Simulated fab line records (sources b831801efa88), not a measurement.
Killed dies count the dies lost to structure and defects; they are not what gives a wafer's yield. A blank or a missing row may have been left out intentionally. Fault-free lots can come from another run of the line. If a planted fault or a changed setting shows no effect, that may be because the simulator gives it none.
fab line records	flow gf180mcu	part 1 of 2: steps 1 to 26 of 37
record lots=5	wafers=15	lastDay=33
route steps=602 shown CONTACT@298 M1@315
lots that met no fault: taken from a fault-free run of the same line
startH: the number of hours between the record's first day and the start of the first shown wafer of the lot	waitH: time in hours since the lot's previous step	" unchanged from the row above	L1.1+2: several wafers, shown together as one row	- no value present, or no start provided	* or withheld: withheld	< > ~ a bound
route shown NAME@n: names a module that has steps shown in the file, with the first one's number in the route	usual: mean and standard deviation over wafers with no fault	same: alike in all rows	chamber/n: place in a boat	sites: the reading at each site	_std_site: the values' standard deviation	_edge_site: mean of outer sites minus mean of inner sites	radiusMm: how far each site lies from the wafer's centre	mask NAME#n: copy n	behind: the tool/chamber that last shaped the wafer	hold: reason for holding the lot/hours on hold/outcome of the hold	device: which transistor (n, p or np) failed to switch	end of line: the same wafers' tests at the end of the route	step lacking rows: just its recipe	killed: count of dies lost to structure and defects at first sort (not the wafer's yield)	map: shows each die of a wafer: x if killed, . if not, _ if none is there
set.NAME: setting as actually run; set.NAME@STEP: the setting as run at that earlier step	model.NAME: the simulator's own value behind a step, which no gauge read
lots at selected steps of the route; one table per step, one row per wafer
services: from which hour (startH, from the record's first day; less than 0 if before it) a tool's chamber was out of use, for how many hours, and why
## steps
# step GF_CONTACT_EXPOSE_11
# recipe maskId=Contact	targetCdNm=220	na=0.68	sourceShape=conventional	sigmaOuter=0.6	doseMj=38
lot.wafer	tool	chamber	startH	waitH	mask
L075.3+5+6	krfScanner-02	0	-	-	Contact#0
L077.2+3+4	krfScanner-01	0	-	-	Contact#0
L085.1+5+6	krfScanner-02	0	-	-	Contact#0
L089.1+2+3	krfScanner-02	0	-	-	Contact#0
L091.3+4+5	krfScanner-02	0	-	-	Contact#0
# step GF_CONTACT_PEB_12
# recipe pebTempC=135	pebTimeS=90	resist=KrF
# same pebTimeS=90
lot.wafer	tool	chamber	startH	waitH
L075.3+5+6	lithoTrack-03	0	-	-
L077.2+3+4	lithoTrack-04	0	-	-
L085.1+5+6	lithoTrack-03	0	-	-
L089.1+2+3	lithoTrack-03	0	-	-
L091.3+4+5	lithoTrack-02	0	-	-
# step GF_CONTACT_DEVELOP_13
# recipe developTimeS=60	resist=KrF	devTempC=21
lot.wafer	tool	chamber	startH	waitH
L075.3+5+6	lithoTrack-03	0	378.50	0.1
L077.2+3+4	lithoTrack-04	0	392.65	0.2
L085.1+5+6	lithoTrack-03	0	457.90	0.2
L089.1+2+3	lithoTrack-03	0	495.94	0.2
L091.3+4+5	lithoTrack-02	0	510.43	0.1
# step GF_CONTACT_CD_MEAS_14
# recipe targetCdNm=220
# usual cdNm=220.2/1.3
lot.wafer	tool	chamber	startH	waitH	cdNm
L075.3	cdSem-01	-	378.64	0.1	222.2
L075.5	"	-	"	"	222.6
L075.6	"	-	"	"	222.3
L077.2	cdSem-02	-	392.79	0.1	222.5
L077.3	"	-	"	"	222.2
L077.4	"	-	"	"	222.1
L085.1	cdSem-02	-	458.05	0.1	220.3
L085.5	"	-	"	"	219.3
L085.6	"	-	"	"	219.2
L089.1	cdSem-01	-	496.09	0.1	219.5
L089.2	"	-	"	"	219.5
L089.3	"	-	"	"	218.5
L091.3	cdSem-02	-	510.57	0.1	220.7
L091.4	"	-	"	"	221.1
L091.5	"	-	"	"	218.7
# step GF_CONTACT_OVL_MEAS_15
# usual CONTACT_OVL=0/7
lot.wafer	tool	chamber	startH	waitH	CONTACT_OVL[nm]
L075.3	overlay-02	-	378.73	0.1	5
L075.5	"	-	"	"	6
L075.6	"	-	"	"	-8
L077.2	overlay-02	-	392.90	0.1	8
L077.3	"	-	"	"	0
L077.4	"	-	"	"	7
L085.1	overlay-01	-	458.17	0.1	5
L085.5	"	-	"	"	5
L085.6	"	-	"	"	14
L089.1	overlay-02	-	496.21	0.1	6
L089.2	"	-	"	"	1
L089.3	"	-	"	"	3
L091.3	overlay-02	-	510.67	0.1	0
L091.4	"	-	"	"	4
L091.5	"	-	"	"	-3
# step GF_CONTACT_ETCH_16
# recipe chemistry=N2/H2	targetDepthA=withheld	overetchA=withheld	timeS=withheld	target=BARC	ionEnergyEv=200	sourceW=500	biasW=100	pressureMtorr=30	n2FlowSccm=100	h2FlowSccm=200
# usual drypumpMotorCurrentA=5.7/0.5	oesProductAu=0.855/0.0049	rfFwdPowerW=494.2/2.3	throttleValvePct=13.225/0.0086
lot.wafer	tool	chamber	startH	waitH	drypumpMotorCurrentA	oesProductAu	rfFwdPowerW	throttleValvePct
L075.3	rieDiel-03	2	378.75	0.0	5.9	0.850	490.8	13.214
L075.5	"	2	"	"	5.9	0.850	491.7	13.235
L075.6	"	3	"	"	4.9	0.860	490.2	13.210
L077.2	rieDiel-01	3	392.93	0.0	5.3	0.863	495.3	13.227
L077.3	"	1	"	"	5.3	0.857	494.0	13.229
L077.4	"	2	"	"	5.3	0.848	495.8	13.224
L085.1	rieDiel-01	0	458.20	0.0	6.1	0.850	494.4	13.233
L085.5	"	1	"	"	5.3	0.854	497.4	13.222
L085.6	"	2	"	"	5.3	0.850	493.2	13.223
L089.1	rieDiel-02	3	496.25	0.0	5.9	0.858	498.1	13.225
L089.2	"	1	"	"	5.6	0.853	498.5	13.233
L089.3	"	0	"	"	5.0	0.853	495.2	13.228
L091.3	rieDiel-02	1	510.69	0.0	5.6	0.863	496.3	13.228
L091.4	"	2	"	"	5.8	0.859	496.9	13.224
L091.5	"	3	"	"	5.9	0.849	494.9	13.236
# step GF_CONTACT_ETCH_17
# recipe chemistry=C4F8/O2/Ar	maskMaterial=KrF	target=SiO2	stopOn=CoSi2	sourceW=1500	biasW=1200	pressureMtorr=40	c4f8FlowSccm=withheld	O2_flow_sccm=6	Ar_flow_sccm=300	timeS=withheld	targetDepthA=8600
# usual oesProductAu=0.814/0.0049	rfFwdPowerW=1494/4.4
lot.wafer	tool	chamber	startH	waitH	oesProductAu	rfFwdPowerW
L075.3	rieDiel-03	2	-	-	0.813	1488
L075.5	"	2	"	"	0.811	1490
L075.6	"	3	"	"	0.810	1496
L077.2	rieDiel-01	3	-	-	0.818	1498
L077.3	"	1	"	"	0.814	1493
L077.4	"	2	"	"	0.818	1493
L085.1	rieDiel-01	0	-	-	0.815	1494
L085.5	"	1	"	"	0.805	1497
L085.6	"	2	"	"	0.816	1492
L089.1	rieDiel-02	3	-	-	0.810	1496
L089.2	"	1	"	"	0.814	1497
L089.3	"	0	"	"	0.812	1494
L091.3	rieDiel-02	1	-	-	0.804	1501
L091.4	"	2	"	"	0.818	1499
L091.5	"	3	"	"	0.808	1496
# step GF_CONTACT_STRIP_18
# recipe chemistry=O2/N2	powerW=1400	pressureMtorr=1500	platenTempC=250	o2FlowSccm=3000	n2FlowSccm=300	overashFraction=0.5
# usual drypumpMotorCurrentA=5.8/0.32	heaterPowerW=334/37	oesProductAu=0.579/0.0046
lot.wafer	tool	chamber	startH	waitH	drypumpMotorCurrentA	heaterPowerW	oesProductAu	rfHoursCounterH
L075.3	plasmaAsher-02	0	378.95	-	5.8	403	0.578	-
L075.5	"	1	"	"	5.8	322	0.575	-
L075.6	"	0	"	"	5.8	408	0.580	-
L077.2	plasmaAsher-02	0	393.09	-	5.8	416	0.580	76
L077.3	"	1	"	"	5.7	325	0.580	-
L077.4	"	0	"	"	5.8	412	0.580	-
L085.1	plasmaAsher-01	0	458.36	-	6.4	382	0.582	36
L085.5	"	1	"	"	5.6	328	0.579	-
L085.6	"	0	"	"	6.4	376	0.589	-
L089.1	plasmaAsher-03	1	496.41	-	5.7	287	0.579	85
L089.2	"	0	"	"	5.5	315	0.578	85
L089.3	"	1	"	"	5.6	285	0.581	-
L091.3	plasmaAsher-01	0	510.89	-	6.4	367	0.587	-
L091.4	"	1	"	"	5.5	330	0.581	-
L091.5	"	0	"	"	6.4	381	0.587	-
# step GF_CONTACT_CLEAN_19
# recipe chemistry=SPM
lot.wafer	tool	chamber	startH	waitH
L075.3+5+6	wetBench-02	3	379.02	0.0
L077.2+3+4	wetBench-02	3	393.19	0.1
L085.1+5+6	wetBench-02	2	458.46	0.1
L089.1+2+3	wetBench-03	3	496.51	0.1
L091.3+4+5	wetBench-03	3	510.95	0.0
# step GF_CONTACT_CLEAN_20
# recipe chemistry=DIW
lot.wafer	tool	chamber	startH	waitH
L075.3+5+6	wetBench-01	2	379.11	0.0
L077.2+3+4	wetBench-03	2	393.28	0.0
L085.1+5+6	wetBench-03	3	458.56	0.0
L089.1+2+3	wetBench-02	1	496.61	0.0
L091.3+4+5	wetBench-01	1	511.05	0.0
# step GF_CONTACT_CLEAN_21
# recipe chemistry=dHF	timeS=20	dilution=100:1	dry=ipaMarangoni
lot.wafer	tool	chamber	startH	waitH
L075.3+5+6	wetBench-03	2	379.20	0.0
L077.2+3+4	wetBench-01	2	393.38	0.0
L085.1+5+6	wetBench-02	1	458.65	0.0
L089.1+2+3	wetBench-03	3	496.70	0.0
L091.3+4+5	wetBench-02	1	511.14	0.0
# step GF_CONTACT_SPUTTER_22
# recipe material=Ti	targetThkNm=15	chamberPressurePa=5	powerW=2500	substrateTempC=200	timeS=80.02
# usual cathodeDcPowerW=2499.9/0.46	throttleValvePct=30.2/0.83
lot.wafer	tool	chamber	startH	waitH	cathodeDcPowerW	throttleValvePct
L075.3	pvdSputter-03	-	379.21	0.0	2500.1	30.7
L075.5	"	-	"	"	2499.8	30.8
L075.6	"	-	"	"	2499.8	29.5
L077.2	pvdSputter-02	-	393.40	0.0	2500.3	31.0
L077.3	"	-	"	"	2500.7	30.0
L077.4	"	-	"	"	2499.9	30.2
L085.1	pvdSputter-01	-	458.66	0.0	2500.8	30.6
L085.5	"	-	"	"	2499.2	29.6
L085.6	"	-	"	"	2499.3	30.8
L089.1	pvdSputter-03	-	496.71	0.0	2499.4	30.4
L089.2	"	-	"	"	2500.1	31.4
L089.3	"	-	"	"	2500.0	28.5
L091.3	pvdSputter-02	-	511.15	0.0	2500.0	30.6
L091.4	"	-	"	"	2500.4	31.2
L091.5	"	-	"	"	2500.6	31.2
# step GF_CONTACT_SPUTTER_23
# recipe material=TiN	targetThkNm=10	chamberPressurePa=5	powerW=4000	timeS=40
# usual cathodeDcPowerW=4000.0/0.77	throttleValvePct=30.2/0.84
lot.wafer	tool	chamber	startH	waitH	cathodeDcPowerW	throttleValvePct
L075.3	pvdSputter-03	-	379.27	0.0	3999.3	31.0
L075.5	"	-	"	"	4001.0	30.8
L075.6	"	-	"	"	3998.8	30.0
L077.2	pvdSputter-02	-	393.46	0.0	4001.4	31.0
L077.3	"	-	"	"	4000.0	29.9
L077.4	"	-	"	"	4000.1	30.2
L085.1	pvdSputter-01	-	458.72	0.0	4001.4	30.3
L085.5	"	-	"	"	3999.1	29.6
L085.6	"	-	"	"	4000.8	30.8
L089.1	pvdSputter-03	-	496.77	0.0	4000.2	30.5
L089.2	"	-	"	"	3999.0	31.2
L089.3	"	-	"	"	4000.8	28.4
L091.3	pvdSputter-02	-	511.21	0.0	4001.2	31.0
L091.4	"	-	"	"	4001.5	31.5
L091.5	"	-	"	"	3999.8	31.1
# step GF_CONTACT_CVD_24
# recipe material=W	targetThkNm=300	timeS=90.339	tempC=400	pressureTorr=40
# usual heaterPowerW=858/83
lot.wafer	tool	chamber	startH	waitH	heaterPowerW
L075.3	cvdW-02	0	379.35	0.1	971
L075.5	"	0	"	"	989
L075.6	"	1	"	"	909
L077.2	cvdW-02	1	393.53	0.1	908
L077.3	"	1	"	"	888
L077.4	"	1	"	"	905
L085.1	cvdW-01	0	458.76	0.0	772
L085.5	"	0	"	"	748
L085.6	"	0	"	"	771
L089.1	cvdW-02	1	496.81	0.0	890
L089.2	"	0	"	"	978
L089.3	"	0	"	"	977
L091.3	cvdW-01	0	511.32	0.1	763
L091.4	"	0	"	"	780
L091.5	"	0	"	"	767
# step GF_CONTACT_RS_MEAS_25
# recipe thkMeasGauge=four-point-probe	reads=W_of_CONTACT_CVD_24+TiN_of_CONTACT_SPUTTER_23+Ti_of_CONTACT_SPUTTER_22
# usual CONTACT_W_RS=0.385/0.0038
lot.wafer	tool	chamber	startH	waitH	CONTACT_W_RS[ohm/sq]
L075.3	filmMetro-01	-	379.45	0.1	0.382
L075.5	"	-	"	"	0.385
L075.6	"	-	"	"	0.387
L077.2	filmMetro-04	-	393.72	0.2	0.388
L077.3	"	-	"	"	0.384
L077.4	"	-	"	"	0.389
L085.1	filmMetro-04	-	458.96	0.2	0.387
L085.5	"	-	"	"	0.384
L085.6	"	-	"	"	0.383
L089.1	filmMetro-01	-	496.91	0.1	0.382
L089.2	"	-	"	"	0.377
L089.3	"	-	"	"	0.379
L091.3	filmMetro-01	-	511.49	0.1	0.381
L091.4	"	-	"	"	0.380
L091.5	"	-	"	"	0.383
# step GF_CONTACT_THK_MEAS_26
# recipe thkMeasGauge=xrf	reads=W_of_CONTACT_CVD_24
# usual CONTACT_W_THK=300/3.3
lot.wafer	tool	chamber	startH	waitH	CONTACT_W_THK[nm]
L075.3	filmMetro-01	-	379.55	0.1	301
L075.5	"	-	"	"	300
L075.6	"	-	"	"	296
L077.2	filmMetro-04	-	393.83	0.1	298
L077.3	"	-	"	"	302
L077.4	"	-	"	"	296
L085.1	filmMetro-04	-	459.08	0.1	302
L085.5	"	-	"	"	306
L085.6	"	-	"	"	306
L089.1	filmMetro-01	-	497.03	0.1	302
L089.2	"	-	"	"	305
L089.3	"	-	"	"	303
L091.3	filmMetro-01	-	511.59	0.1	299
L091.4	"	-	"	"	300
L091.5	"	-	"	"	299
# step GF_CONTACT_CMP_27
# recipe stopOn=SiO2	downForcePsi=3.5	platenRpm=60	tOverpolishS=15	targetThkNm=0	padVelocityMS=0.94248
# usual motorCurrentA=11.0/0.96	overpolishRunS=15.000/0.0091	platenRpm=60.00/0.033	timeToEndpointS=71/4.5
lot.wafer	tool	chamber	startH	waitH	motorCurrentA	overpolishRunS	platenRpm	timeToEndpointS
L075.3	cmp-01	1	379.69	0.1	9.8	14.991	60.06	70
L075.5	"	3	"	"	11.0	15.004	59.97	74
L075.6	"	0	"	"	11.4	15.016	60.06	75
L077.4	cmp-01	2	393.88	0.0	10.5	15.008	60.00	64
L077.2	"	3	"	"	11.1	15.012	59.98	66
L077.3	"	0	"	"	10.9	14.996	59.96	72
L085.1	cmp-01	0	459.19	0.1	10.7	14.996	60.02	75
L085.5	"	3	"	"	10.6	15.012	60.01	69
L085.6	"	0	"	"	10.8	15.004	59.99	76
L089.1	cmp-02	2	497.14	0.1	10.9	15.008	59.98	76
L089.2	"	3	"	"	10.3	15.009	60.00	70
L089.3	"	0	"	"	12.2	14.990	59.92	67
L091.4	cmp-02	0	511.63	0.0	12.6	14.997	60.02	66
L091.3	"	2	"	"	10.3	14.991	59.96	74
L091.5	"	0	"	"	11.9	14.996	60.02	69
# step GF_M1_SPUTTER_00
# recipe material=Ti	targetThkNm=37.5	arrivingIonEnergyEv=80	substrateTempC=200	chamberPressurePa=2	powerW=4000	timeS=150
# usual cathodeDcPowerW=4000.0/0.7	throttleValvePct=30.1/1
lot.wafer	tool	chamber	startH	waitH	cathodeDcPowerW	throttleValvePct
L075.3	pvdSputter-03	-	379.89	0.1	3999.0	29.7
L075.5	"	-	"	"	4000.1	28.6
L075.6	"	-	"	"	3999.4	29.5
L077.2	pvdSputter-04	-	394.18	0.2	3999.9	30.0
L077.3	"	-	"	"	4000.2	30.6
L077.4	"	-	"	"	4000.0	32.8
L085.1	pvdSputter-04	-	459.44	0.2	3999.4	30.1
L085.5	"	-	"	"	4000.2	30.5
L085.6	"	-	"	"	3999.8	29.0
L089.1	pvdSputter-01	-	497.39	0.2	3999.2	29.6
L089.2	"	-	"	"	3999.3	29.4
L089.3	"	-	"	"	4001.4	30.6
L091.3	pvdSputter-01	-	511.93	0.1	3999.5	29.5
L091.4	"	-	"	"	3998.8	30.4
L091.5	"	-	"	"	3998.9	29.5
# step GF_M1_SPUTTER_01
# recipe material=TiN	targetThkNm=30	powerW=6500	timeS=25	chamberPressurePa=0.4
# usual cathodeDcPowerW=6499.8/1.2	throttleValvePct=30.1/0.99
lot.wafer	tool	chamber	startH	waitH	cathodeDcPowerW	throttleValvePct
L075.3	pvdSputter-03	-	379.99	0.1	6501.5	29.5
L075.5	"	-	"	"	6497.5	28.5
L075.6	"	-	"	"	6500.4	29.5
L077.2	pvdSputter-04	-	394.28	0.1	6499.1	29.7
L077.3	"	-	"	"	6498.3	30.4
L077.4	"	-	"	"	6500.7	32.7
L085.1	pvdSputter-04	-	459.54	0.1	6499.3	29.9
L085.5	"	-	"	"	6500.3	30.6
L085.6	"	-	"	"	6501.0	28.8
L089.1	pvdSputter-01	-	497.49	0.1	6500.6	29.6
L089.2	"	-	"	"	6498.4	29.6
L089.3	"	-	"	"	6498.9	30.7
L091.3	pvdSputter-01	-	512.03	0.1	6502.1	29.2
L091.4	"	-	"	"	6500.0	30.4
L091.5	"	-	"	"	6500.1	29.8
# step GF_M1_SPUTTER_02
# recipe material=AlCu	targetThkNm=450	powerW=10600	timeS=23.9	chamberPressurePa=0.4
# usual cathodeDcPowerW=10600/2.1	throttleValvePct=30.1/1
lot.wafer	tool	chamber	startH	waitH	cathodeDcPowerW	throttleValvePct
L075.3	pvdSputter-03	-	380.02	0.0	10600	29.8
L075.5	"	-	"	"	10601	28.4
L075.6	"	-	"	"	10602	29.8
L077.2	pvdSputter-04	-	394.31	0.0	10600	29.7
L077.3	"	-	"	"	10600	30.7
L077.4	"	-	"	"	10600	32.8
L085.1	pvdSputter-04	-	459.57	0.0	10598	29.9
L085.5	"	-	"	"	10604	30.6
L085.6	"	-	"	"	10599	28.9
L089.1	pvdSputter-01	-	497.52	0.0	10597	29.5
L089.2	"	-	"	"	10600	29.7
L089.3	"	-	"	"	10604	30.7
L091.3	pvdSputter-01	-	512.06	0.0	10603	29.8
L091.4	"	-	"	"	10599	30.6
L091.5	"	-	"	"	10598	29.6
# step GF_M1_SPUTTER_03
# recipe material=Ti	targetThkNm=10	substrateTempC=300	chamberPressurePa=0.3	powerW=3000	timeS=6.7
# usual cathodeDcPowerW=3000.1/0.53	throttleValvePct=30.1/1
lot.wafer	tool	chamber	startH	waitH	cathodeDcPowerW	throttleValvePct
L075.3	pvdSputter-03	-	380.05	0.0	2999.7	29.6
L075.5	"	-	"	"	3000.0	28.3
L075.6	"	-	"	"	2999.7	29.7
L077.2	pvdSputter-04	-	394.34	0.0	3000.0	30.0
L077.3	"	-	"	"	3000.7	30.4
L077.4	"	-	"	"	2999.8	32.9
L085.1	pvdSputter-04	-	459.60	0.0	3000.3	29.8
L085.5	"	-	"	"	3000.8	30.7
L085.6	"	-	"	"	2999.8	28.9
L089.1	pvdSputter-01	-	497.55	0.0	3000.5	29.7
L089.2	"	-	"	"	3000.0	29.8
L089.3	"	-	"	"	2999.6	30.6
L091.3	pvdSputter-01	-	512.09	0.0	2999.9	29.7
L091.4	"	-	"	"	2999.9	30.3
L091.5	"	-	"	"	2999.6	29.7
# step GF_M1_SPUTTER_04
# recipe material=TiN	targetThkNm=50	powerW=6500	timeS=41.7	chamberPressurePa=0.4
# usual cathodeDcPowerW=6500.0/1.2	throttleValvePct=30.1/1
lot.wafer	tool	chamber	startH	waitH	cathodeDcPowerW	throttleValvePct
L075.3	pvdSputter-03	-	380.07	0.0	6500.0	29.6
L075.5	"	-	"	"	6500.2	28.5
L075.6	"	-	"	"	6500.1	29.7
L077.2	pvdSputter-04	-	394.36	0.0	6499.9	29.7
L077.3	"	-	"	"	6500.7	30.6
L077.4	"	-	"	"	6500.1	32.6
L085.1	pvdSputter-04	-	459.62	0.0	6498.7	30.0
L085.5	"	-	"	"	6499.8	30.8
L085.6	"	-	"	"	6497.9	28.9
L089.1	pvdSputter-01	-	497.57	0.0	6501.4	29.3
L089.2	"	-	"	"	6499.3	29.8
L089.3	"	-	"	"	6499.3	30.5
L091.3	pvdSputter-01	-	512.11	0.0	6501.0	29.7
L091.4	"	-	"	"	6502.1	30.5
L091.5	"	-	"	"	6500.5	29.7
# step GF_M1_RS_MEAS_05
# recipe thkMeasGauge=four-point-probe	reads=TiN_of_M1_SPUTTER_04+Ti_of_M1_SPUTTER_03+AlCu_of_M1_SPUTTER_02+TiN_of_M1_SPUTTER_01+Ti_of_M1_SPUTTER_00
# usual M1_ALCU_RS=0.0691/0.00074
lot.wafer	tool	chamber	startH	waitH	M1_ALCU_RS[ohm/sq]
L075.3	filmMetro-02	-	380.15	0.1	0.0685
L075.5	"	-	"	"	0.0685
L075.6	"	-	"	"	0.0686
L077.2	filmMetro-02	-	394.42	0.0	0.0685
L077.3	"	-	"	"	0.0688
L077.4	"	-	"	"	0.0683
L085.1	filmMetro-01	-	459.66	0.0	0.0686
L085.5	"	-	"	"	0.0682
L085.6	"	-	"	"	0.0689
L089.1	filmMetro-02	-	497.61	0.0	0.0682
L089.2	"	-	"	"	0.0702
L089.3	"	-	"	"	0.0697
L091.3	filmMetro-01	-	512.19	0.1	0.0690
L091.4	"	-	"	"	0.0686
L091.5	"	-	"	"	0.0689
# step GF_M1_THK_MEAS_06
# recipe thkMeasGauge=xrf	reads=AlCu_of_M1_SPUTTER_02
# usual M1_ALCU_THK=445/5.3
lot.wafer	tool	chamber	startH	waitH	M1_ALCU_THK[nm]
L075.3	filmMetro-02	-	380.25	0.1	448
L075.5	"	-	"	"	451
L075.6	"	-	"	"	448
L077.2	filmMetro-02	-	394.53	0.1	450
L077.3	"	-	"	"	449
L077.4	"	-	"	"	449
L085.1	filmMetro-01	-	459.78	0.1	449
L085.5	"	-	"	"	452
L085.6	"	-	"	"	448
L089.1	filmMetro-02	-	497.73	0.1	450
L089.2	"	-	"	"	440
L089.3	"	-	"	"	441
L091.3	filmMetro-01	-	512.29	0.1	441
L091.4	"	-	"	"	447
L091.5	"	-	"	"	444
# step GF_M1_DEHYDRATE_07
# recipe tempC=200	timeS=60
lot.wafer	tool	chamber	startH	waitH
L075.3+5+6	lithoTrack-02	0	390.99	10.7
L077.2+3+4	lithoTrack-03	0	405.72	11.2
L085.1+5+6	lithoTrack-01	0	471.10	11.3
L089.1+2+3	lithoTrack-03	0	509.04	11.3
L091.3+4+5	lithoTrack-02	0	523.38	11.1
# step GF_M1_HMDS_08
# recipe primeTimeS=60	primeTempC=120
# same primeTimeS=60
lot.wafer	tool	chamber	startH	waitH
L075.3+5+6	lithoTrack-02	0	391.14	0.1
L077.2+3+4	lithoTrack-03	0	405.87	0.1
L085.1+5+6	lithoTrack-01	0	471.25	0.1
L089.1+2+3	lithoTrack-03	0	509.19	0.1
L091.3+4+5	lithoTrack-02	0	523.53	0.1
